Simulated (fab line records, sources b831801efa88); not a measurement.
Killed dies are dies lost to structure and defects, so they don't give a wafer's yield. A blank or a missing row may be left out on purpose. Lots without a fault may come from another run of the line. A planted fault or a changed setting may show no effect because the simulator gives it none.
Which tool did it? | flow sky130 | 12 lots, 36 wafers sampled, at 4 steps of a route of 708

WHAT THE GAUGES READ, wafer by wafer
SKY_PASSIVATION_THK_MEAS_03. Usual: PASSIVATION_CVD_02_THK 539 nm, standard deviation 8.5.
lot  | measured     | on            | PASSIVATION_CVD_02_THK (nm) | flag
L890 | day 44 01:28 | film_metro-04 | 547 544 549                 |
L891 | day 44 12:08 | film_metro-03 | 530 528 537                 |
L892 | day 44 18:00 | film_metro-03 | 539 541 548                 |
L893 | day 44 23:08 | film_metro-04 | 543 543 560                 |
L894 | day 45 10:52 | film_metro-04 | 547 534 552                 |
L895 | day 45 18:53 | film_metro-03 | 536 539 551                 |
L899 | day 46 21:04 | film_metro-03 | 545 532 559                 |
L901 | day 47 02:36 | film_metro-04 | 551 542 539                 |
L904 | day 48 00:09 | film_metro-04 | 529 539 544                 |
L909 | day 49 01:26 | film_metro-01 | 542 536 542                 |
L910 | day 49 06:08 | film_metro-04 | 528 541 539                 |
L913 | day 49 15:35 | film_metro-04 | 528 536 545                 |

WHICH TOOL RAN EACH LOT (tool, then ch and the chambers of the sampled wafers, then the start)
lot  | SKY_VIA1_SPUTTER_20          | SKY_VIA3_ETCH_15                   | SKY_VIA4_SPUTTER_17
L890 | pvd_sputter-01, day 34 02:29 | rie_diel-04 ch 0,2, day 39 18:41   | pvd_sputter-01, day 43 00:17
L891 | pvd_sputter-04, day 34 11:35 | rie_diel-04 ch 0,2,3, day 40 06:08 | pvd_sputter-04, day 43 11:28
L892 | pvd_sputter-01, day 34 20:37 | rie_diel-02 ch 0,2,3, day 40 11:59 | pvd_sputter-03, day 43 17:07
L893 | pvd_sputter-03, day 35 03:49 | rie_diel-04 ch 0,2, day 40 20:14   | pvd_sputter-01, day 43 22:50
L894 | pvd_sputter-03, day 35 14:43 | rie_diel-02 ch 0,2,3, day 41 05:50 | pvd_sputter-03, day 44 10:05
L895 | pvd_sputter-01, day 36 03:55 | rie_diel-04 ch 0,2, day 41 17:04   | pvd_sputter-04, day 44 19:05
L899 | pvd_sputter-03, day 37 15:56 | rie_diel-01 ch 0,1, day 43 00:22   | pvd_sputter-01, day 45 23:16
L901 | pvd_sputter-03, day 37 21:06 | rie_diel-02 ch 1,2,3, day 43 06:50 | pvd_sputter-01, day 46 04:28
L904 | pvd_sputter-04, day 38 22:52 | rie_diel-04 ch 0,2,3, day 44 05:44 | pvd_sputter-04, day 47 01:50
L909 | pvd_sputter-01, day 40 04:39 | rie_diel-01 ch 1,2, day 45 07:50   | pvd_sputter-03, day 48 04:00
L910 | pvd_sputter-04, day 40 09:01 | rie_diel-02 ch 0,1, day 45 13:38   | pvd_sputter-01, day 48 08:23
L913 | pvd_sputter-01, day 41 03:21 | rie_diel-02 ch 1,2, day 46 03:22   | pvd_sputter-01, day 48 19:24
- SKY_VIA1_SPUTTER_20: material TiN, target thk 20 nm, time 80 s.
- SKY_VIA3_ETCH_15: etches SiO2 in C4F8/O2/Ar, stops on TiN, target depth 507 nm, time 78 s.
- SKY_VIA4_SPUTTER_17: material TiN, target thk 20 nm, time 80 s.

WHAT THE TOOLS THEMSELVES READ (means of the sampled wafers that have a number; where no wafer has one, the mark that the record gives instead)
SKY_VIA1_SPUTTER_20. Usual: throttle_valve_pct 29.7 %, standard deviation 0.75.
lot  | tool           | throttle_valve_pct (%) | flag
L890 | pvd_sputter-01 | 29.5                   |
L891 | pvd_sputter-04 | 28.9                   |
L892 | pvd_sputter-01 | 29.4                   |
L893 | pvd_sputter-03 | 29.9                   |
L894 | pvd_sputter-03 | 30.2                   |
L895 | pvd_sputter-01 | 30.0                   |
L899 | pvd_sputter-03 | 30.3                   |
L901 | pvd_sputter-03 | 30.2                   |
L904 | pvd_sputter-04 | 29.5                   |
L909 | pvd_sputter-01 | 29.9                   |
L910 | pvd_sputter-04 | 29.1                   |
L913 | pvd_sputter-01 | 29.9                   |

SKY_VIA3_ETCH_15. Usual: oes_product_au 0.947 a.u., standard deviation 0.0049; rf_fwd_power_W 1492 W, standard deviation 4.7.
lot  | tool        | oes_product_au (a.u.) | rf_fwd_power_W (W) | flag
L890 | rie_diel-04 | 0.952                 | 1492               |
L891 | rie_diel-04 | 0.944                 | 1490               |
L892 | rie_diel-02 | 0.941                 | 1494               |
L893 | rie_diel-04 | 0.949                 | 1485               |
L894 | rie_diel-02 | 0.948                 | 1495               |
L895 | rie_diel-04 | 0.946                 | 1490               |
L899 | rie_diel-01 | 0.949                 | 1489               |
L901 | rie_diel-02 | 0.948                 | 1489               |
L904 | rie_diel-04 | 0.947                 | 1491               |
L909 | rie_diel-01 | 0.947                 | 1487               |
L910 | rie_diel-02 | 0.948                 | 1489               |
L913 | rie_diel-02 | 0.946                 | 1490               |

SKY_VIA4_SPUTTER_17. Usual: throttle_valve_pct 29.6 %, standard deviation 0.73.
lot  | tool           | throttle_valve_pct (%) | flag
L890 | pvd_sputter-01 | 30.2                   |
L891 | pvd_sputter-04 | 29.4                   |
L892 | pvd_sputter-03 | 30.3                   |
L893 | pvd_sputter-01 | 29.4                   |
L894 | pvd_sputter-03 | 30.3                   |
L895 | pvd_sputter-04 | 29.1                   |
L899 | pvd_sputter-01 | 29.6                   |
L901 | pvd_sputter-01 | 29.9                   |
L904 | pvd_sputter-04 | 28.5                   |
L909 | pvd_sputter-03 | 30.0                   |
L910 | pvd_sputter-01 | 30.2                   |
L913 | pvd_sputter-01 | 30.2                   |

THE ANSWER, worked out from the rows above alone
Rule: a lot is off if the mean of its wafers that have a number lies more than 3 standard deviations from the usual mean. A lot without any number at a reading at which 4 lots or more have one is off too. The other lots that the step has rows for count as sound. The gauges are gone through in route order, then the tools' own readings, and for those a lot's mean is taken as printed above. The first step at which some lot is off is used, and at that step the reading that is off furthest; a lot without a number counts as furthest.
No lot is off at any reading shown: from this, nothing can be told.

WHAT THE SIMULATOR HAD PUT IN
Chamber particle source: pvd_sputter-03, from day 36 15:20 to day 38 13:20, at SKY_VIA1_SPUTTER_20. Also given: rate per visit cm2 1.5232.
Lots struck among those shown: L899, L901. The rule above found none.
